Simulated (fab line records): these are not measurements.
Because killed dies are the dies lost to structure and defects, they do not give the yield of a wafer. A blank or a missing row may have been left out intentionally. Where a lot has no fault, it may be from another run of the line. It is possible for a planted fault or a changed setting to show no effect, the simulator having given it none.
fab line records    flow sky130
record: lots: 5  wafers: 15  last-day: 50
route steps=708 shown RES_XHIGH@340 SD_N@342
lots untouched by any fault: they come from a run of this same line in which no faults occurred
start-h: start of the lot's first displayed wafer, in hours after the record's first day    wait-h: how many hours have passed since the lot's step before this one    " identical to the entry in the row above    L1.1+2: several wafers, shown together as one row    - no value, or no start was given    * or withheld: withheld    < > ~ a bound
route shown NAME@n: a module of which the file shows steps, and the number in the route of the first    usual: mean/standard deviation of fault-free wafers    same: alike in all rows    chamber/n: place in a boat    sites: each site's reading    _std_site: the standard deviation of these    _edge_site: the outer-site mean with the inner-site mean subtracted    radius-mm: how far each site lies from the wafer's centre    mask NAME#n: copy n    behind: the last tool/chamber to shape the wafer    hold: the reason the lot was held/the length of the hold in hours/how it ended    device: the n, p or np transistor that did not switch    end of line: the route-end tests of the same wafers    a step without rows: its recipe alone    killed: at the first sort, the dies lost to defects and structure; wafer yield is something else    map: the dies of a wafer, with x for killed, . for not killed, _ for no die there
set.NAME: the run value of the setting; set.NAME@STEP: its run value at that earlier step    model.NAME: the simulator's own value behind a step, which no gauge read
lots at selected steps of the route; one table per step, one row per wafer
services: the hour from which a tool's chamber was out of use, counted from the record's first day as start-h (under 0 if before that day), plus the number of hours and why
== steps ==
step: SKY_RES_XHIGH_STRIP_08
recipe: chemistry: O2/N2  power-w: 1400  pressure-mtorr: 1500  platen-temp-c: withheld  o2-flow-sccm: 3000  n2-flow-sccm: 300  overash-fraction: 0.5
usual: chamber-pressure-mTorr: 1499.9/1.3  drypump-motor-current-A: 6.0/0.39  oes-product-au: 0.711/0.0047  strip-time-to-endpoint-s: 14.27/0.037
same: overash-fraction: 0.5
lot.wafer  tool             chamber  start-h  wait-h  chamber-pressure-mTorr  drypump-motor-current-A  oes-product-au  rf-hours-counter-h  strip-time-to-endpoint-s
L078.2     plasma-asher-04  1        676.11   0.1     1497.7                  6.5                      0.710           79                  14.38
L078.3     "                0        "        "       1500.0                  5.9                      0.709           -                   14.32
L078.4     "                1        "        "       1500.6                  6.5                      0.712           -                   14.33
L080.1     plasma-asher-03  1        693.46   0.1     1499.8                  6.3                      0.709           55                  14.27
L080.5     "                0        "        "       1499.3                  5.6                      0.713           -                   14.27
L080.6     "                1        "        "       1500.1                  6.3                      0.717           -                   14.22
L084.1     plasma-asher-01  0        735.55   0.1     1500.8                  5.4                      0.712           30                  14.29
L084.5     "                0        "        "       1496.8                  5.4                      0.706           -                   14.31
L084.6     "                1        "        "       1497.8                  6.2                      0.713           -                   14.30
L086.3     plasma-asher-01  0        753.73   0.1     1498.9                  5.4                      0.712           -                   14.27
L086.4     "                1        "        "       1500.6                  6.2                      0.708           -                   14.22
L086.6     "                1        "        "       1501.7                  6.2                      0.705           -                   14.31
L090.1     plasma-asher-04  0        787.26   0.1     1501.5                  5.9                      0.719           92                  14.25
L090.3     "                0        "        "       1499.3                  5.9                      0.711           -                   14.30
L090.4     "                1        "        "       1502.0                  6.5                      0.715           -                   14.23
step: SKY_RES_XHIGH_TW_MEAS_09
usual: RES_XHIGH_TW: 1638/9.7
lot.wafer  tool           chamber  start-h  wait-h  RES_XHIGH_TW
L078.2     film-metro-01  -        676.22   0.1     1650
L078.3     "              -        "        "       1648
L078.4     "              -        "        "       1651
L080.1     film-metro-03  -        693.56   0.1     1625
L080.5     "              -        "        "       1632
L080.6     "              -        "        "       1629
L084.1     film-metro-03  -        735.65   0.1     1633
L084.5     "              -        "        "       1629
L084.6     "              -        "        "       1645
L086.3     film-metro-03  -        753.82   0.1     1640
L086.4     "              -        "        "       1636
L086.6     "              -        "        "       1633
L090.1     film-metro-03  -        787.36   0.1     1627
L090.3     "              -        "        "       1626
L090.4     "              -        "        "       1626
step: SKY_SD_N_DEHYDRATE_00
recipe: temp-c: 200  time-s: 60
usual: chill-plate-temp-C: 23.02/0.1
lot.wafer  tool            chamber  start-h  wait-h  chill-plate-temp-C
L078.2     litho-track-02  0        691.03   14.8    22.94
L078.3     "               0        "        "       23.01
L078.4     "               0        "        "       23.03
L080.1     litho-track-02  0        708.25   14.7    23.07
L080.5     "               0        "        "       23.19
L080.6     "               0        "        "       23.19
L084.1     litho-track-04  0        750.33   14.7    22.80
L084.5     "               0        "        "       23.16
L084.6     "               0        "        "       22.90
L086.3     litho-track-04  0        769.48   15.7    22.89
L086.4     "               0        "        "       23.04
L086.6     "               0        "        "       22.89
L090.1     litho-track-02  0        801.35   14.0    22.94
L090.3     "               0        "        "       22.98
L090.4     "               0        "        "       23.09
step: SKY_SD_N_HMDS_01
recipe: prime-time-s: 60  prime-temp-c: 120
usual: chill-plate-temp-C: 23.00/0.093
same: prime-time-s: 60
lot.wafer  tool            chamber  start-h  wait-h  chill-plate-temp-C
L078.2     litho-track-02  0        691.18   0.1     22.88
L078.3     "               0        "        "       22.92
L078.4     "               0        "        "       23.06
L080.1     litho-track-02  0        708.40   0.1     23.03
L080.5     "               0        "        "       22.86
L080.6     "               0        "        "       22.97
L084.1     litho-track-04  0        750.48   0.1     22.84
L084.5     "               0        "        "       22.86
L084.6     "               0        "        "       22.70
L086.3     litho-track-04  0        769.63   0.1     23.05
L086.4     "               0        "        "       22.95
L086.6     "               0        "        "       23.07
L090.1     litho-track-02  0        801.50   0.1     23.04
L090.3     "               0        "        "       23.10
L090.4     "               0        "        "       23.07
step: SKY_SD_N_COAT_02
recipe: resist: NOVOLAK  spin-rpm: 3000  resist-thk-nm: 1140
usual: chill-plate-temp-C: 22.99/0.088
lot.wafer  tool            chamber  start-h  wait-h  chill-plate-temp-C
L078.2     litho-track-02  0        691.33   0.1     23.01
L078.3     "               0        "        "       23.08
L078.4     "               0        "        "       23.12
L080.1     litho-track-02  0        708.55   0.1     23.07
L080.5     "               0        "        "       22.88
L080.6     "               0        "        "       22.98
L084.1     litho-track-04  0        750.63   0.1     22.97
L084.5     "               0        "        "       22.97
L084.6     "               0        "        "       22.92
L086.3     litho-track-04  0        769.78   0.1     22.76
L086.4     "               0        "        "       22.87
L086.6     "               0        "        "       23.02
L090.1     litho-track-02  0        801.65   0.1     23.12
L090.3     "               0        "        "       23.09
L090.4     "               0        "        "       22.92
step: SKY_SD_N_SOFTBAKE_03
recipe: temp-c: 90  time-s: 60  resist: NOVOLAK
usual: chill-plate-temp-C: 23.00/0.097
lot.wafer  tool            chamber  start-h  wait-h  chill-plate-temp-C
L078.2     litho-track-02  0        691.48   0.1     22.94
L078.3     "               0        "        "       23.08
L078.4     "               0        "        "       22.92
L080.1     litho-track-02  0        708.70   0.1     22.92
L080.5     "               0        "        "       22.89
L080.6     "               0        "        "       22.91
L084.1     litho-track-04  0        750.78   0.1     23.02
L084.5     "               0        "        "       23.01
L084.6     "               0        "        "       22.95
L086.3     litho-track-04  0        769.93   0.1     22.84
L086.4     "               0        "        "       22.95
L086.6     "               0        "        "       23.07
L090.1     litho-track-02  0        801.80   0.1     22.96
L090.3     "               0        "        "       23.13
L090.4     "               0        "        "       22.96
step: SKY_SD_N_EXPOSE_04
recipe: mask-id: NSDM  na: 0.6  source-shape: conventional  sigma-outer: 0.6  polarization: unpolarized  target-cd-nm: 380  dose-mj: 141
usual: exposure-dose-mJ-cm2: 140.89/0.13
lot.wafer  tool              chamber  start-h  wait-h  mask    exposure-dose-mJ-cm2
L078.2     iline-stepper-02  0        -        -       NSDM#0  141.10
L078.3     "                 0        "        "       NSDM#0  140.93
L078.4     "                 0        "        "       NSDM#0  140.85
L080.1     iline-stepper-01  0        -        -       NSDM#0  140.75
L080.5     "                 0        "        "       NSDM#0  140.88
L080.6     "                 0        "        "       NSDM#0  140.92
L084.1     iline-stepper-02  0        -        -       NSDM#0  141.04
L084.5     "                 0        "        "       NSDM#0  141.07
L084.6     "                 0        "        "       NSDM#0  141.06
L086.3     iline-stepper-02  0        -        -       NSDM#0  141.11
L086.4     "                 0        "        "       NSDM#0  141.10
L086.6     "                 0        "        "       NSDM#0  140.87
L090.1     iline-stepper-01  0        -        -       NSDM#0  140.72
L090.3     "                 0        "        "       NSDM#0  140.85
L090.4     "                 0        "        "       NSDM#0  140.77
step: SKY_SD_N_PEB_05
recipe: temp-c: withheld  time-s: *  resist: NOVOLAK
usual: chill-plate-temp-C: *
lot.wafer  tool            chamber  start-h  wait-h  chill-plate-temp-C
L078.2     litho-track-01  0        -        -       *
L078.3     "               0        "        "       *
L078.4     "               0        "        "       *
L080.1     litho-track-04  0        -        -       *
L080.5     "               0        "        "       *
L080.6     "               0        "        "       *
L084.1     litho-track-02  0        -        -       *
L084.5     "               0        "        "       *
L084.6     "               0        "        "       *
L086.3     litho-track-04  0        -        -       *
L086.4     "               0        "        "       *
L086.6     "               0        "        "       *
L090.1     litho-track-01  0        -        -       *
L090.3     "               0        "        "       *
L090.4     "               0        "        "       *
step: SKY_SD_N_DEVELOP_06
recipe: resist: NOVOLAK  developer: TMAH  develop-time-s: 60  dev-temp-c: 23
usual: chill-plate-temp-C: 23.01/0.11
lot.wafer  tool            chamber  start-h  wait-h  chill-plate-temp-C
L078.2     litho-track-01  0        706.87   0.1     22.87
L078.3     "               0        "        "       23.00
L078.4     "               0        "        "       22.77
L080.1     litho-track-04  0        723.48   0.1     22.98
L080.5     "               0        "        "       23.07
L080.6     "               0        "        "       23.05
L084.1     litho-track-02  0        766.70   0.1     22.84
L084.5     "               0        "        "       22.83
L084.6     "               0        "        "       23.05
L086.3     litho-track-04  0        783.88   0.1     23.00
L086.4     "               0        "        "       23.34
L086.6     "               0        "        "       23.22
L090.1     litho-track-01  0        814.39   0.1     23.07
L090.3     "               0        "        "       23.05
L090.4     "               0        "        "       23.02
step: SKY_SD_N_CD_MEAS_07
recipe: target-cd-nm: 380
usual: cd-nm: 379.9/2.3
lot.wafer  tool       chamber  start-h  wait-h  cd-nm
L078.2     cd-sem-01  -        707.07   0.2     380.6
L078.3     "          -        "        "       382.0
L078.4     "          -        "        "       381.0
L080.1     cd-sem-02  -        723.63   0.1     383.9
L080.5     "          -        "        "       385.8
L080.6     "          -        "        "       385.0
L084.1     cd-sem-01  -        766.85   0.1     377.4
L084.5     "          -        "        "       378.8
L084.6     "          -        "        "       376.7
L086.3     cd-sem-01  -        784.02   0.1     376.8
L086.4     "          -        "        "       377.7
L086.6     "          -        "        "       375.3
L090.1     cd-sem-02  -        814.54   0.1     376.9
L090.3     "          -        "        "       378.7
L090.4     "          -        "        "       376.6
step: SKY_SD_N_OVL_MEAS_08
usual: SD_N_OVL: 0.9/1.6
lot.wafer  tool        chamber  start-h  wait-h  SD_N_OVL[nm]
L078.2     overlay-02  -        707.18   0.1     3.4
L078.3     "           -        "        "       1.7
L078.4     "           -        "        "       3.1
L080.1     overlay-01  -        723.75   0.1     -2.4
L080.5     "           -        "        "       -0.4
L080.6     "           -        "        "       1.4
L084.1     overlay-02  -        766.97   0.1     3.0
L084.5     "           -        "        "       3.9
L084.6     "           -        "        "       3.7
L086.3     overlay-02  -        784.11   0.1     1.6
L086.4     "           -        "        "       1.3
L086.6     "           -        "        "       2.6
L090.1     overlay-02  -        814.66   0.1     -1.2
L090.3     "           -        "        "       -0.2
L090.4     "           -        "        "       0.5
step: SKY_SD_N_IMPLANT_09
recipe: species: As  energy-kev: 50  dose-cm2: 4e+15  tilt-deg: 0
usual: beam-on-s: 17.2/0.87
lot.wafer  tool          chamber  start-h  wait-h  beam-on-s
L078.2     implanter-01  0        707.24   0.0     17.0
L078.3     "             0        "        "       16.7
L078.4     "             0        "        "       16.9
L080.1     implanter-04  0        723.79   0.0     17.0
L080.5     "             0        "        "       17.2
L080.6     "             0        "        "       16.9
L084.1     implanter-04  0        767.01   0.0     17.2
L084.5     "             0        "        "       16.6
L084.6     "             0        "        "       16.5
L086.3     implanter-04  0        784.19   0.1     16.9
L086.4     "             0        "        "       17.0
L086.6     "             0        "        "       16.5
L090.1     implanter-02  0        814.70   0.0     18.2
L090.3     "             0        "        "       19.6
L090.4     "             0        "        "       19.5
step: SKY_SD_N_IMPLANT_10
recipe: species: P  energy-kev: 20  dose-cm2: 1e+14  tilt-deg: 0
usual: beam-on-s: 10.2/0.47
lot.wafer  tool          chamber  start-h  wait-h  beam-on-s
L078.2     implanter-01  0        707.39   0.1     9.9
L078.3     "             0        "        "       10.0
L078.4     "             0        "        "       10.0
L080.1     implanter-04  0        723.94   0.1     10.0
L080.5     "             0        "        "       9.7
L080.6     "             0        "        "       9.7
L084.1     implanter-04  0        767.16   0.1     9.9
L084.5     "             0        "        "       10.0
L084.6     "             0        "        "       10.3
L086.3     implanter-04  0        784.34   0.1     10.0
L086.4     "             0        "        "       9.8
L086.6     "             0        "        "       9.8
L090.1     implanter-02  0        814.85   0.1     11.0
L090.3     "             0        "        "       11.5
L090.4     "             0        "        "       11.0
step: SKY_SD_N_STRIP_11
recipe: chemistry: O2/N2  power-w: 1400  pressure-mtorr: 1500  platen-temp-c: withheld  o2-flow-sccm: 3000  n2-flow-sccm: 300  overash-fraction: 0.5
usual: chamber-pressure-mTorr: 1500/3.7  drypump-motor-current-A: 5.9/0.48  oes-product-au: 0.528/0.0046  strip-time-to-endpoint-s: 22.55/0.047
same: overash-fraction: 0.5
lot.wafer  tool             chamber  start-h  wait-h  chamber-pressure-mTorr  drypump-motor-current-A  oes-product-au  rf-hours-counter-h  strip-time-to-endpoint-s
L078.2     plasma-asher-02  0        707.51   0.1     1502                    6.2                      0.528           102                 22.52
L078.3     "                0        "        "       1500                    6.2                      0.534           -                   22.52
L078.4     "                1        "        "       1499                    4.7                      0.535           -                   22.55
L080.1     plasma-asher-02  1        724.09   0.1     1499                    4.7                      0.527           104                 22.58
L080.5     "                0        "        "       1499                    6.2                      0.523           -                   22.58
L080.6     "                1        "        "       1502                    4.7                      0.532           -                   22.58
L084.1     plasma-asher-04  1        767.31   0.1     1501                    6.5                      0.533           88                  22.55
L084.5     "                0        "        "       1498                    5.9                      0.521           -                   22.60
L084.6     "                1        "        "       1501                    6.5                      0.530           -                   22.59
L086.3     plasma-asher-04  1        784.47   0.1     1500                    6.5                      0.527           -                   22.59
L086.4     "                0        "        "       1500                    5.9                      0.533           -                   22.56
L086.6     "                1        "        "       1500                    6.5                      0.526           -                   22.55
L090.1     plasma-asher-04  1        815.00   0.1     1500                    6.5                      0.526           96                  22.59
L090.3     "                0        "        "       1500                    5.9                      0.533           -                   22.53
L090.4     "                1        "        "       1500                    6.5                      0.529           -                   22.51
step: SKY_SD_N_TW_MEAS_12
usual: SD_N_TW: 3977/23
lot.wafer  tool           chamber  start-h  wait-h  SD_N_TW
L078.2     film-metro-03  -        707.62   0.1     3977
L078.3     "              -        "        "       3990
L078.4     "              -        "        "       3960
L080.1     film-metro-01  -        724.19   0.1     3949
L080.5     "              -        "        "       3974
L080.6     "              -        "        "       3941
L084.1     film-metro-01  -        767.41   0.1     3947
L084.5     "              -        "        "       3968
L084.6     "              -        "        "       3962
L086.3     film-metro-01  -        784.56   0.1     3958
L086.4     "              -        "        "       3977
L086.6     "              -        "        "       3970
L090.1     film-metro-01  -        815.10   0.1     3953
L090.3     "              -        "        "       3970
L090.4     "              -        "        "       3978
step: SKY_SD_N_CLEAN_13
recipe: chemistry: SC1/SC2  mix: 1:4:20  temp-c: 70  time-s: 150  dry: n2-spin
usual: bath-guard-temp-C: 70.1/0.34
lot.wafer  tool          chamber  start-h  wait-h  bath-guard-temp-C
L078.2     wet-bench-03  3        707.67   0.0     70.5
L078.3     "             3        "        "       70.4
L078.4     "             3        "        "       70.2
L080.1     wet-bench-03  3        724.25   0.1     70.3
L080.5     "             3        "        "       70.4
L080.6     "             3        "        "       70.3
L084.1     wet-bench-02  3        767.47   0.1     70.0
L084.5     "             3        "        "       70.3
L084.6     "             3        "        "       70.4
L086.3     wet-bench-04  1        784.60   0.0     69.9
L086.4     "             1        "        "       69.7
L086.6     "             1        "        "       70.1
L090.1     wet-bench-02  2        815.16   0.1     70.0
L090.3     "             2        "        "       70.0
L090.4     "             2        "        "       69.9
step: SKY_SD_N_RTA_14
recipe: temp-c: 1075  time-s: 2  idle-temp-c: 650  ramp-up-c-per-s: 150  ramp-down-c-per-s: 90  ambient: N2
usual: anneal-temp-c-max: 1081.0/2  lamp-power-pct: 15.74/0.055  wafer_temp_C_max: 1078.1/1.4
lot.wafer  tool           chamber  start-h  wait-h  anneal-temp-c-max  lamp-power-pct  wafer_temp_C_max
L078.2     rtp-anneal-02  0        707.73   0.0     1082.4             15.65           1078.9
L078.3     "              0        "        "       1081.8             15.71           1076.2
L078.4     "              0        "        "       1082.6             15.77           1077.5
L080.1     rtp-anneal-02  0        724.30   0.0     1082.8             15.80           1076.9
L080.5     "              0        "        "       1083.8             15.65           1078.8
L080.6     "              0        "        "       1082.9             15.65           1079.5
L084.1     rtp-anneal-02  0        767.52   0.0     1080.0             15.74           1078.0
L084.5     "              0        "        "       1081.4             15.66           1078.0
L084.6     "              0        "        "       1082.5             15.80           1078.9
L086.3     rtp-anneal-02  0        784.66   0.0     1082.1             15.77           1079.8
L086.4     "              0        "        "       1080.9             15.70           1078.2
L086.6     "              0        "        "       1084.3             15.69           1079.1
L090.1     rtp-anneal-02  0        815.21   0.0     1082.2             15.74           1076.1
L090.3     "              0        "        "       1083.2             15.69           1075.7
L090.4     "              0        "        "       1081.0             15.74           1076.7
== services ==
tool              chamber  start-h  hours  kind
plasma-asher-03   -        654.46   1.9    repair
wet-bench-02      -        659.88   2.3    repair
iline-stepper-02  -        673.71   11.0   repair
iline-stepper-01  0        680.41   -      calibration
plasma-asher-02   -        685.75   4.7    repair
iline-stepper-02  0        719.49   -      calibration
plasma-asher-03   -        725.99   1.6    repair
wet-bench-02      -        733.48   1.6    repair
plasma-asher-02   -        733.75   9.0    pm
plasma-asher-02   0        733.75   9.0    vent-cycle
plasma-asher-02   1        733.75   9.0    vent-cycle
plasma-asher-02   0        742.75   -      clean
plasma-asher-02   1        742.75   -      clean
iline-stepper-02  -        744.04   1.7    pm
litho-track-02    -        752.74   -      consumable-replace:filter
implanter-01      -        760.21   3.3    repair
plasma-asher-03   -        763.29   14.6   pm
plasma-asher-02   -        766.30   76.3   repair
iline-stepper-01  -        768.32   5.7    repair
implanter-02      -        790.55   4.2    pm
implanter-02      -        795.32   2.7    repair
implanter-01      -        808.52   4.5    pm
== key ==
fault none
